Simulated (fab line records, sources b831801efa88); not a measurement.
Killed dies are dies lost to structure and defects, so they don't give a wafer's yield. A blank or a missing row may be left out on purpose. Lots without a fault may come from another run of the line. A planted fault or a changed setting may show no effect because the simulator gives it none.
Chamber matching | flow gf180mcu | GF_STI_CMP_25 on cmp-01: 4 sister chambers
The step polishes, stops on Si3N4, t overpolish 33 s, target thk 524.6 nm. 4 wafers are shown with their chamber, then 8 later ones without.

WAFERS WITH THEIR CHAMBER
wafer  | chamber | motor_current_A (A)
L510.1 | 3       | 14.1
L510.4 | 1       | 11.5
L510.5 | 2       | 11.6
L511.1 | 0       | 11.9

WAFERS WITHOUT THEIR CHAMBER
wafer  | motor_current_A (A)
L511.2 | 14.8
L511.6 | 12.1
L512.1 | 11.8
L512.3 | 12.1
L512.6 | 11.2
L514.1 | 14.1
L514.3 | 11.7
L514.5 | 14.4

WHICH CHAMBER EACH WENT THROUGH
wafer  | from the rows above          | in truth
L511.2 | 3                            | 3
L511.6 | can't be placed: 0 or 2 or 1 | 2
L512.1 | can't be placed: 0 or 2 or 1 | 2
L512.3 | can't be placed: 0 or 2 or 1 | 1
L512.6 | can't be placed: 1 or 2 or 0 | 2
L514.1 | 3                            | 3
L514.3 | can't be placed: 2 or 1 or 0 | 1
L514.5 | 3                            | 3
Placed correctly: 3 of 8. Can't be placed from these rows: 5 (the true chamber is among the candidates in 5). Placed wrongly: 0.
How it was worked out, from the rows above alone: a wafer's distance from a chamber is the root of the sum, over the readings, of the square of ((its reading less the chamber's mean) divided by the reading's scatter). The wafer belongs to the nearest chamber; if the next one is less than 2 further off, it can't be placed. A chamber's mean is the mean of its shown wafers. The scatter: with one shown wafer a chamber, the root of the mean of the squares of how far each hidden wafer lies from its nearest shown one.
